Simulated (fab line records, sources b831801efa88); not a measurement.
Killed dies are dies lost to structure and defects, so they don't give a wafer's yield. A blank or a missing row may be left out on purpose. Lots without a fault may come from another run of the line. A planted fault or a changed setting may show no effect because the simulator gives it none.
fab line records | flow sky130
record lots=6 wafers=18 last_day=50
route steps=708 shown VT_ADJUST_PCH@152 SONOS_TUNNEL@154 PAD_OPEN@708
lots that met no fault: from a run of the same line without faults
start_h: hours from the record's first day to the start of the lot's first wafer shown | wait_h: hours since the lot's step before | " the same as in the row above | L1.1+2: a row that stands for several wafers | - no value, or no start given | * or withheld: withheld | < > ~ a bound
route shown NAME@n: a module of which the file shows steps, and the number in the route of the first | usual: mean/standard deviation of fault-free wafers | same: alike in all rows | chamber/n: place in a boat | sites: the reading at each site | _std_site: their standard deviation | _edge_site: outer sites' mean less inner sites' | radius_mm: how far each site lies from the wafer's centre | mask NAME#n: copy n | behind: the tool/chamber that last shaped the wafer | hold: why the lot was held/for how many hours/how that ended | device: the transistor (n, p or np) that didn't switch | end of line: the same wafers' tests at the end of the route | a step without rows: its recipe alone | killed: dies lost to structure and defects at the first sort, not the wafer's yield | map: a wafer's dies, x killed, . not, _ none there
set.NAME: the setting as run; set.NAME@STEP: as run at that earlier step | model.NAME: the simulator's own value behind a step, which no gauge read
lots at some steps of the route; a table a step, a row a wafer
services: from which hour (start_h, from the record's first day; less than 0 if before it) a tool's chamber was out of use, for how many hours, and why
## steps
# step SKY_VT_ADJUST_PCH_STRIP_09
# recipe chemistry=O2/N2 power_w=1400 pressure_mtorr=1500 platen_temp_c=withheld o2_flow_sccm=3000 n2_flow_sccm=300 overash_fraction=0.5
# usual drypump_motor_current_A=5.8/0.42 oes_product_au=0.722/0.0041 strip_time_to_endpoint_s=36.94/0.098
# columns lot.wafer tool chamber start_h wait_h drypump_motor_current_A oes_product_au rf_hours_counter_h strip_time_to_endpoint_s
L367.1 plasma_asher-01 0 264.90 0.1 6.3 0.723 46 36.96
L367.4 " 0 " " 6.3 0.725 - 36.95
L367.5 " 0 " " 6.3 0.722 - 37.02
L375.2 plasma_asher-04 1 325.17 0.1 5.9 0.720 64 36.93
L375.5 " 0 " " 6.0 0.726 - 37.00
L375.6 " 1 " " 5.9 0.714 - 36.89
L377.1 plasma_asher-04 0 335.67 0.1 6.0 0.722 65 36.92
L377.2 " 1 " " 5.9 0.727 65 37.04
L377.5 " 0 " " 6.0 0.716 - 36.89
L380.1 plasma_asher-01 1 363.65 0.1 5.6 0.723 55 36.89
L380.4 " 0 " " 6.3 0.718 - 36.86
L380.5 " 0 " " 6.3 0.732 - 36.88
L382.1 plasma_asher-01 0 377.25 0.1 6.3 0.722 56 36.90
L382.4 " 0 " " 6.3 0.724 - 36.92
L382.6 " 1 " " 5.6 0.720 - 36.97
L383.3 plasma_asher-02 0 382.01 0.1 4.8 0.720 - 37.10
L383.5 " 0 " " 4.8 0.724 - 36.98
L383.6 " 1 " " 5.8 0.724 - 36.94
# step SKY_VT_ADJUST_PCH_TW_MEAS_10
# usual VT_ADJUST_PCH_TW=142.6/0.83
# columns lot.wafer tool chamber start_h wait_h VT_ADJUST_PCH_TW
L367.1 film_metro-03 - 265.00 0.1 142.4
L367.4 " - " " 142.3
L367.5 " - " " 143.4
L375.2 film_metro-04 - 325.28 0.1 143.5
L375.5 " - " " 143.6
L375.6 " - " " 144.1
L377.1 film_metro-04 - 335.77 0.1 143.2
L377.2 " - " " 143.2
L377.5 " - " " 143.7
L380.1 film_metro-04 - 363.75 0.1 143.8
L380.4 " - " " 144.1
L380.5 " - " " 144.4
L382.1 film_metro-03 - 377.35 0.1 142.7
L382.4 " - " " 143.2
L382.6 " - " " 142.4
L383.3 film_metro-01 - 382.09 0.1 140.8
L383.5 " - " " 141.9
L383.6 " - " " 141.3
# step SKY_SONOS_TUNNEL_DEHYDRATE_00
# recipe temp_c=200 time_s=60
# step SKY_SONOS_TUNNEL_HMDS_01
# recipe prime_time_s=60 prime_temp_c=120
# step SKY_SONOS_TUNNEL_COAT_02
# recipe resist=NOVOLAK spin_rpm=3000 resist_thk_nm=1140
# step SKY_SONOS_TUNNEL_SOFTBAKE_03
# recipe temp_c=90 time_s=60 resist=NOVOLAK
# step SKY_SONOS_TUNNEL_EXPOSE_04
# recipe mask_id=TUNM na=0.6 source_shape=conventional sigma_outer=0.6 polarization=unpolarized target_cd_nm=410 dose_mj=136
# step SKY_SONOS_TUNNEL_PEB_05
# recipe temp_c=withheld time_s=* resist=NOVOLAK
# step SKY_SONOS_TUNNEL_DEVELOP_06
# recipe resist=NOVOLAK developer=TMAH develop_time_s=60 dev_temp_c=23
# step SKY_SONOS_TUNNEL_CD_MEAS_07
# recipe target_cd_nm=410
# usual cd_nm=409.5/2.7
# columns lot.wafer tool chamber start_h wait_h cd_nm
L367.1 cd_sem-02 - 289.99 0.1 407.8
L367.4 " - " " 408.5
L367.5 " - " " 407.5
L375.2 cd_sem-02 - 352.48 0.1 410.5
L375.5 " - " " 411.0
L375.6 " - " " 410.3
L377.1 cd_sem-02 - 362.77 0.1 412.3
L377.2 " - " " 412.1
L377.5 " - " " 414.3
L380.1 cd_sem-02 - 392.11 0.1 409.9
L380.4 " - " " 411.3
L380.5 " - " " 409.5
L382.1 cd_sem-01 - 406.59 0.1 408.5
L382.4 " - " " 410.1
L382.6 " - " " 408.9
L383.3 cd_sem-02 - 411.36 0.1 411.6
L383.5 " - " " 411.1
L383.6 " - " " 411.5
# step SKY_SONOS_TUNNEL_OVL_MEAS_08
# usual SONOS_TUNNEL_OVL=0.4/1.4
# columns lot.wafer tool chamber start_h wait_h SONOS_TUNNEL_OVL[nm]
L367.1 overlay-01 - 290.11 0.1 0.6
L367.4 " - " " 0.0
L367.5 " - " " 0.1
L375.2 overlay-02 - 352.59 0.1 -2.0
L375.5 " - " " -0.2
L375.6 " - " " -0.9
L377.1 overlay-01 - 362.89 0.1 2.1
L377.2 " - " " 2.0
L377.5 " - " " 3.7
L380.1 overlay-01 - 392.23 0.1 1.1
L380.4 " - " " 1.9
L380.5 " - " " 2.6
L382.1 overlay-02 - 406.71 0.1 0.0
L382.4 " - " " 0.4
L382.6 " - " " 0.7
L383.3 overlay-02 - 411.45 0.1 -0.2
L383.5 " - " " 0.2
L383.6 " - " " 1.2
# step SKY_SONOS_TUNNEL_IMPLANT_09
# recipe species=B energy_kev=20 dose_cm2=1e+12 tilt_deg=withheld
# step SKY_SONOS_TUNNEL_WET_ETCH_10
# recipe chemistry=dHF target_depth_nm=14 target=SiO2 dilution=100:1 temp_c=25 time_s=280
# usual bath_heat_duty_pct=6.5/0.7 run_length_s=308/4
# columns lot.wafer tool chamber start_h wait_h bath_heat_duty_pct run_length_s
L367.1 wet_bench-02 3 290.30 0.1 5.4 315
L367.4 " 3 " " 5.6 315
L367.5 " 3 " " 6.6 315
L375.2 wet_bench-03 0 352.77 0.1 6.6 314
L375.5 " 0 " " 6.2 314
L375.6 " 0 " " 6.6 314
L377.1 wet_bench-01 2 363.07 0.1 7.3 306
L377.2 " 2 " " 6.3 306
L377.5 " 2 " " 6.6 306
L380.1 wet_bench-03 0 392.42 0.1 - -
L380.4 " 0 " " - -
L380.5 " 0 " " - -
L382.1 wet_bench-03 1 406.89 0.1 - -
L382.4 " 1 " " - -
L382.6 " 1 " " - -
L383.3 wet_bench-02 1 411.62 0.1 7.9 303
L383.5 " 1 " " 5.8 303
L383.6 " 1 " " 7.1 303
# step SKY_SONOS_TUNNEL_STRIP_11
# recipe chemistry=SPM time_s=600 temp_c=130
# step SKY_PAD_OPEN_PROBE_99
# usual killed_at_M0_to_M3=43/7.2 killed_at_M4_up=3.2/1.8 killed_at_contacts=23/5.6 killed_at_front_end=15/4.6 killed_at_other=0.3/0.71 killed_dies=85/10 killed_on_rim=16/4.1 killed_open=46/7.8 killed_short=38/6.5
# same gross_dies=492 killed_at_back_side=0
# columns lot.wafer tool chamber start_h wait_h hold killed_at_M0_to_M3 killed_at_M4_up killed_at_contacts killed_at_front_end killed_at_other killed_dies killed_on_rim killed_open killed_short
L367.1 prober-02 - 1110.49 0.1 - 46 3 28 12 0 89 16 50 39
L367.4 prober-02 - 1110.64 0.2 - 39 0 33 16 0 88 13 46 42
L367.5 prober-02 - 1110.69 0.2 - 37 3 22 9 0 71 11 37 34
L377.1 prober-02 - 1160.15 0.1 - 36 2 34 25 0 97 18 53 43
L377.2 prober-02 - 1160.20 0.1 - 41 2 19 24 0 86 15 47 38
L377.5 prober-02 - 1160.35 0.2 - 36 0 23 13 0 72 14 41 29
L382.1 prober-02 - 1184.38 0.1 await_dispo/1.1h/scrap 47 1 26 418 0 492 96 66 39
L382.4 prober-02 - 1184.53 0.2 await_dispo/1.1h/scrap 47 7 30 408 0 492 96 55 46
L382.6 prober-02 - 1184.63 0.2 await_dispo/1.1h/scrap 68 1 24 399 0 492 96 52 57
L383.3 prober-02 - 1189.26 0.2 - 44 1 22 20 0 87 20 44 43
L383.5 prober-02 - 1189.36 0.2 - 37 2 19 13 0 71 17 37 34
L383.6 prober-02 - 1189.41 0.2 - 34 3 16 17 0 70 13 29 41
# killed by level:class
L367.1 CONTACT:geometric_particle:open=14 VIA1:geometric_particle:open=11 VIA2:geometric_particle:open=6 CONTACT:geometric_particle:short=5 METAL2:geometric_particle:short=5 VIA3:geometric_particle:open=5 LI_CONTACT:geometric_particle:open=4 METAL3:geometric_particle:short=4
L367.4 CONTACT:geometric_particle:open=18 CONTACT:geometric_particle:short=9 METAL2:geometric_particle:short=7 FIELD_ISO:geometric_particle:open=6 VIA1:geometric_particle:open=6 METAL1:geometric_particle:short=5 VIA2:geometric_particle:short=5 LI_CONTACT:geometric_particle:open=4
L367.5 METAL2:geometric_particle:short=10 LI_CONTACT:geometric_particle:open=8 CONTACT:geometric_particle:short=6 VIA3:geometric_particle:open=6 CONTACT:geometric_particle:open=4 VIA1:geometric_particle:open=4 VIA2:geometric_particle:short=4 FIELD_ISO:geometric_particle:open=3
L377.1 CONTACT:geometric_particle:open=13 VIA1:geometric_particle:open=11 FIELD_ISO:geometric_particle:open=8 CONTACT:geometric_particle:short=8 LOCAL_INTERCONNECT:geometric_particle:short=7 METAL1:geometric_particle:short=6 POLY_GATE:geometric_particle:short=5 VIA2:geometric_particle:open=5
L377.2 CONTACT:geometric_particle:open=10 METAL3:geometric_particle:short=6 VIA3:geometric_particle:open=6 FIELD_ISO:geometric_particle:open=5 POLY_GATE:geometric_particle:open=5 METAL1:geometric_particle:short=5 POLY_GATE:geometric_particle:short=4 VIA1:geometric_particle:open=4
L377.5 VIA1:geometric_particle:open=9 LI_CONTACT:geometric_particle:open=7 CONTACT:geometric_particle:open=7 VIA2:geometric_particle:open=6 VIA1:geometric_particle:short=5 FIELD_ISO:geometric_particle:short=4 LI_CONTACT:geometric_particle:short=4 METAL2:geometric_particle:short=4
L382.1 SONOS_TUNNEL:area_etch=387 VIA3:geometric_particle:open=13 CONTACT:geometric_particle:open=9 VIA1:geometric_particle:open=9 VIA2:geometric_particle:open=9 FIELD_ISO:geometric_particle:short=8 FIELD_ISO:geometric_particle:open=7 CONTACT:geometric_particle:short=6
L382.4 SONOS_TUNNEL:area_etch=391 LI_CONTACT:geometric_particle:open=12 VIA1:geometric_particle:open=12 CONTACT:geometric_particle:open=11 VIA3:geometric_particle:open=9 METAL4:geometric_particle:short=6 POLY_GATE:geometric_particle:open=6 VIA1:geometric_particle:short=6
L382.6 SONOS_TUNNEL:area_etch=383 VIA1:geometric_particle:open=13 METAL2:geometric_particle:short=12 VIA1:geometric_particle:short=8 VIA3:geometric_particle:open=8 FIELD_ISO:geometric_particle:short=7 METAL1:geometric_particle:short=7 LI_CONTACT:geometric_particle:open=6
L383.3 VIA1:geometric_particle:open=10 CONTACT:geometric_particle:open=8 FIELD_ISO:geometric_particle:open=5 LI_CONTACT:geometric_particle:open=5 VIA3:geometric_particle:short=5 METAL1:geometric_particle:short=5 VIA2:geometric_particle:open=5 METAL2:geometric_particle:short=5
L383.5 CONTACT:geometric_particle:open=7 METAL1:geometric_particle:short=7 LI_CONTACT:geometric_particle:open=6 VIA1:geometric_particle:open=6 VIA3:geometric_particle:open=6 POLY_GATE:geometric_particle:open=4 LOCAL_INTERCONNECT:geometric_particle:short=4 METAL2:geometric_particle:short=4
L383.6 METAL1:geometric_particle:short=9 METAL2:geometric_particle:short=9 CONTACT:geometric_particle:open=8 FIELD_ISO:geometric_particle:short=6 POLY_GATE:geometric_particle:open=4 CONTACT:geometric_particle:short=4 VIA3:geometric_particle:open=4 POLY_GATE:geometric_particle:short=3
# map L382.1 (x killed, . not)
__________xxxxxxxxxx_________
________xxxxxxxxxxxxxx_______
______xxxxxxxxxxxxxxxxxx_____
_____xxxxxxxxxxxxxxxxxxxx____
____xxxxxxxxxxxxxxxxxxxxxx___
___xxxxxxxxxxxxxxxxxxxxxxxx__
__xxxxxxxxxxxxxxxxxxxxxxxxxx_
_xxxxxxxxxxxxxxxxxxxxxxxxxxxx
_xxxxxxxxxxxxxxxxxxxxxxxxxxxx
_xxxxxxxxxxxxxxxxxxxxxxxxxxxx
_xxxxxxxxxxxxxxxxxxxxxxxxxxxx
_xxxxxxxxxxxxxxxxxxxxxxxxxxxx
_xxxxxxxxxxxxxxxxxxxxxxxxxxxx
_xxxxxxxxxxxxxxxxxxxxxxxxxxxx
_xxxxxxxxxxxxxxxxxxxxxxxxxxxx
__xxxxxxxxxxxxxxxxxxxxxxxxxx_
___xxxxxxxxxxxxxxxxxxxxxxxx__
____xxxxxxxxxxxxxxxxxxxxxx___
_____xxxxxxxxxxxxxxxxxxxx____
______xxxxxxxxxxxxxxxxxx_____
________xxxxxxxxxxxxxx_______
__________xxxxxxxxxx_________
# map L375.2 (x killed, . not)
__________.........x_________
________.......x......_______
______..x............x.._____
_____x.......x........xx.____
____x....x...xxx....x.....___
___........x.x...x.........__
__....x.x...x......x.....x.._
_.....x......x........x.x....
_..................x.x.......
_xx.x....x.x..x...x.........x
_........x..x..xxx....xx..x..
_x......x.x..........xx......
_x.x..........x..........xx..
_....x.................x....x
_...x..x.x.x.....x.xxx..x....
__xx..x.xx.x...............x_
___..x.....x.x...x.........__
____...........x..x.......___
_____..xx.....x.xx.x....x____
______...x.....xx.x....._____
________....x...x....._______
__________.........._________
## services
# columns tool chamber start_h hours kind
plasma_asher-04 - 242.49 2.6 repair
plasma_asher-02 - 282.42 6.6 repair
plasma_asher-02 - 310.47 1.7 repair
plasma_asher-02 - 324.24 2.8 pm
plasma_asher-01 - 328.39 4.3 pm
plasma_asher-02 - 332.69 6.3 repair
plasma_asher-04 - 342.05 1.4 repair
wet_bench-02 - 391.96 0.5 repair
## key
first_sign step=SKY_SONOS_TUNNEL_WET_ETCH_10 reading=tool_record direction=missing
effect step=SKY_PAD_OPEN_PROBE_99 reading=killed_at_front_end direction=up sigmas=86 usual=15 struck=408
more_kills_born_at SKY_SONOS_TUNNEL_WET_ETCH_10@wet_bench-03=1161
met_at SKY_SONOS_TUNNEL_WET_ETCH_10
struck_wafers L380.1,L380.4,L380.5,L382.1,L382.4,L382.6
later_rows_left_out L380.1,L380.4,L380.5,L382.1,L382.4,L382.6
sort_left_out L380.1,L380.4,L380.5
tester_left_out L380,L382
onset_between 352.77 392.42
fault kind=skipped_step_whole tool=wet_bench-03 chamber=- onset_h=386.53 steps=SKY_SONOS_TUNNEL_WET_ETCH_10 scope=struck_lots_only
# tester_left_out: of these lots the tester's yield and bins aren't shown, on N5 and GAA mostly nor the transistor test; their killed dies are dies lost to structure and defects alone, not to doping, threshold or leakage, so they don't give the yield
# sort_left_out: the simulated sort isn't trusted on such a fault, so these wafers' sort isn't shown, and their yield isn't known
# later_rows_left_out: the simulator's readings of these wafers behind a module that went badly wrong aren't trusted and aren't shown, but for the sort
